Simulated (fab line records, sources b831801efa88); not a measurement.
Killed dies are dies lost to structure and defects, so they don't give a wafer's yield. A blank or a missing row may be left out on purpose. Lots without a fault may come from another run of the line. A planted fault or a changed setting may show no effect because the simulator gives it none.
Which tool did it? | flow gf180mcu | 13 lots, 39 wafers sampled, at 6 steps of a route of 602

WHAT THE GAUGES READ, wafer by wafer
GF_STI_BOW_MEAS_00.
lot  | measured    | on            | INCOMING_BOW (um)
L115 | day 1 15:01 | film_metro-02 | 7 -18 1
L116 | day 1 20:00 | film_metro-01 | 2 -5 2
L117 | day 2 01:01 | film_metro-03 | 2 -7 1
L118 | day 2 06:00 | film_metro-03 | 7 0 2
L120 | day 2 16:01 | film_metro-03 | -3 -9 2
L121 | day 2 21:01 | film_metro-02 | 7 8 -5
L122 | day 3 02:01 | film_metro-01 | 5 -2 0
L123 | day 3 07:02 | film_metro-03 | -3 -2 0
L124 | day 3 12:00 | film_metro-01 | -10 0 -7
L125 | day 3 17:01 | film_metro-03 | 5 -3 2
L126 | day 3 22:02 | film_metro-03 | -3 -12 3
L136 | day 6 00:01 | film_metro-01 | -2 -2 6
L137 | day 6 05:00 | film_metro-03 | 2 7 5

GF_LVPWELL_OVL_MEAS_07.
lot  | measured    | on         | LVPWELL_OVL (nm)
L115 | day 4 03:08 | overlay-01 | -2.6 -0.7 -1.6
L116 | day 4 08:52 | overlay-01 | 1.7 2.7 -1.1
L117 | day 4 10:59 | overlay-01 | 0.3 0.5 -0.5
L118 | day 4 18:55 | overlay-02 | 1.4 -0.8 2.5
L120 | day 5 10:49 | overlay-01 | 2.1 2.4 0.9
L121 | day 5 14:10 | overlay-01 | 2.7 2.4 1.4
L122 | day 5 19:25 | overlay-02 | -2.3 0.1 -1.8
L123 | day 5 23:14 | overlay-01 | 0.9 0.1 0.8
L124 | day 6 03:52 | overlay-02 | -1.3 -1.9 -0.3
L125 | day 6 13:19 | overlay-01 | 0.0 1.0 0.4
L126 | day 6 16:17 | overlay-02 | - - -
L136 | day 9 00:37 | overlay-02 | 0.1 1.2 1.2
L137 | day 9 07:25 | overlay-01 | 0.2 2.5 1.5

GF_LVPWELL_TW_MEAS_11.
lot  | measured    | on            | LVPWELL_TW
L115 | day 4 03:34 | film_metro-01 | 551 554 553
L116 | day 4 09:18 | film_metro-04 | 552 555 558
L117 | day 4 11:25 | film_metro-04 | 554 555 555
L118 | day 4 19:22 | film_metro-01 | 552 553 554
L120 | day 5 11:16 | film_metro-01 | 550 547 550
L121 | day 5 14:37 | film_metro-01 | 551 549 552
L122 | day 5 19:52 | film_metro-04 | 553 551 553
L123 | day 5 23:40 | film_metro-03 | 555 558 554
L124 | day 6 04:19 | film_metro-04 | 552 552 552
L125 | day 6 13:46 | film_metro-03 | 558 556 558
L126 | day 6 16:44 | film_metro-04 | 29 30 30
L136 | day 9 01:04 | film_metro-01 | 550 551 552
L137 | day 9 07:51 | film_metro-04 | 555 556 557

GF_HV_LDD_OVL_MEAS_47.
lot  | measured     | on         | HV_LDD_03_OVL (nm)
L115 | day 12 11:05 | overlay-02 | -2.7 0.3 -2.5
L116 | day 12 21:44 | overlay-01 | 1.6 -0.2 1.4
L117 | day 13 03:41 | overlay-01 | 1.5 1.9 3.1
L118 | day 13 13:44 | overlay-02 | 0.6 1.6 1.2
L120 | day 14 12:32 | overlay-01 | 2.8 1.5 1.7
L121 | day 14 21:34 | overlay-02 | 0.8 -0.6 2.1
L122 | day 15 02:30 | overlay-01 | 2.5 1.5 1.6
L123 | day 15 09:18 | overlay-02 | 0.6 0.0 -0.3
L124 | day 15 14:01 | overlay-01 | 1.9 1.6 2.6
L125 | day 16 04:05 | overlay-01 | 1.9 3.4 2.4
L126 | day 16 08:06 | overlay-02 | 2.5 2.3 4.1
L136 | day 19 19:41 | overlay-02 | 0.2 -1.5 -2.2
L137 | day 20 05:12 | overlay-01 | 1.1 1.2 -0.4

WHICH TOOL RAN EACH LOT (tool, then ch and the chambers of the sampled wafers, then the start)
lot  | GF_LVPWELL_EXPOSE_04               | GF_DUAL_GATE_STRIP_13
L115 | iline_stepper-01 ch 0, day 3 21:04 | plasma_asher-04 ch 0,1, day 8 10:42
L116 | iline_stepper-01 ch 0, day 4 02:52 | plasma_asher-04 ch 0,1, day 8 21:03
L117 | iline_stepper-02 ch 0, day 4 05:01 | plasma_asher-04 ch 0,1, day 9 00:05
L118 | iline_stepper-01 ch 0, day 4 12:05 | plasma_asher-04 ch 0,1, day 9 09:23
L120 | iline_stepper-01 ch 0, day 5 03:50 | plasma_asher-03 ch 0,1, day 10 05:23
L121 | iline_stepper-01 ch 0, day 5 07:41 | plasma_asher-03 ch 0,1, day 10 11:05
L122 | iline_stepper-02 ch 0, day 5 12:16 | plasma_asher-03 ch 0,1, day 10 15:14
L123 | iline_stepper-01 ch 0, day 5 16:11 | plasma_asher-03 ch 0,1, day 10 19:55
L124 | iline_stepper-02 ch 0, day 5 21:21 | plasma_asher-04 ch 0,1, day 11 02:02
L125 | iline_stepper-01 ch 0, day 6 06:13 | plasma_asher-04 ch 0,1, day 11 12:05
L126 | iline_stepper-01 ch 0, day 6 09:09 | plasma_asher-03 ch 0,1, day 11 18:49
L136 | iline_stepper-01 ch 0, day 8 16:16 | plasma_asher-03 ch 0,1, day 14 19:41
L137 | iline_stepper-02 ch 0, day 8 23:38 | plasma_asher-04 ch 0,1, day 15 04:02
- GF_LVPWELL_EXPOSE_04: exposes mask LVPWELL, target cd 600 nm.
- GF_DUAL_GATE_STRIP_13: strips in O2/N2.

WHAT THE TOOLS THEMSELVES READ (means of the sampled wafers that have a number; where no wafer has one, the mark that the record gives instead)
GF_LVPWELL_EXPOSE_04.
lot  | tool             | focus_offset_nm (nm) | reticle_temp_C (C)
L115 | iline_stepper-01 | 0.8                  | 22.94
L116 | iline_stepper-01 | 0.3                  | 23.07
L117 | iline_stepper-02 | -0.3                 | 22.98
L118 | iline_stepper-01 | -0.0                 | 22.99
L120 | iline_stepper-01 | 0.0                  | 22.96
L121 | iline_stepper-01 | 0.4                  | 22.91
L122 | iline_stepper-02 | -0.2                 | 22.91
L123 | iline_stepper-01 | 0.3                  | 23.05
L124 | iline_stepper-02 | -1.0                 | 23.13
L125 | iline_stepper-01 | 0.8                  | 22.98
L126 | iline_stepper-01 | -0.5                 | 23.01
L136 | iline_stepper-01 | -0.3                 | 23.04
L137 | iline_stepper-02 | -0.3                 | 22.99

GF_DUAL_GATE_STRIP_13.
lot  | tool            | drypump_motor_current_A (A) | heater_power_w (W) | oes_product_au (a.u.) | strip_time_to_endpoint_s (s)
L115 | plasma_asher-04 | 6.13                        | 304                | 0.714                 | 12.621
L116 | plasma_asher-04 | 6.16                        | 314                | 0.711                 | 12.606
L117 | plasma_asher-04 | 6.14                        | 300                | 0.714                 | 12.646
L118 | plasma_asher-04 | 6.12                        | 305                | 0.713                 | 12.616
L120 | plasma_asher-03 | 5.78                        | 315                | 0.715                 | 12.637
L121 | plasma_asher-03 | 5.89                        | 298                | 0.715                 | 12.644
L122 | plasma_asher-03 | 5.89                        | 299                | 0.711                 | 12.631
L123 | plasma_asher-03 | 5.78                        | 308                | 0.716                 | 12.622
L124 | plasma_asher-04 | 6.13                        | 304                | 0.717                 | 12.652
L125 | plasma_asher-04 | 6.17                        | 306                | 0.713                 | 12.648
L126 | plasma_asher-03 | 5.89                        | 299                | 0.714                 | 12.630
L136 | plasma_asher-03 | 5.89                        | 295                | 0.714                 | 12.636
L137 | plasma_asher-04 | 6.15                        | 311                | 0.712                 | 12.680

THE ANSWER, worked out from the rows above alone
Rule: what is usual is taken from the lots themselves. Put in order of their means at a reading, lots are off if they are a third of the lots or fewer, leave a main group of 4 or more, and stand apart from it by a gap of 3 or more times the standard deviation of the main group's means; of several such gaps the widest counts. A main group whose means are all the same, to the digits that the tables above print for the reading, isn't used. A lot without any number at a reading at which 4 lots or more have one is off too. The other lots that the step has rows for count as sound. The gauges are gone through in route order, then the tools' own readings, and for those a lot's mean is taken as printed above. The first step at which some lot is off is used, and at that step the reading that is off furthest; a lot without a number counts as furthest.
Off: L126, at GF_LVPWELL_OVL_MEAS_07 (LVPWELL_OVL). Without a number there: L126. The main group: mean 0.4 nm, standard deviation 1.2.
A tool fits if, at a process step before that reading, it ran every lot that is off, and no sound lot after the first of them. The gauges at GF_LVPWELL_OVL_MEAS_07 aren't tried: what is off there is off at GF_LVPWELL_TW_MEAS_11 too, on other tools, and a gauge's error can't cause that. None of those tried fits.

WHAT THE SIMULATOR HAD PUT IN
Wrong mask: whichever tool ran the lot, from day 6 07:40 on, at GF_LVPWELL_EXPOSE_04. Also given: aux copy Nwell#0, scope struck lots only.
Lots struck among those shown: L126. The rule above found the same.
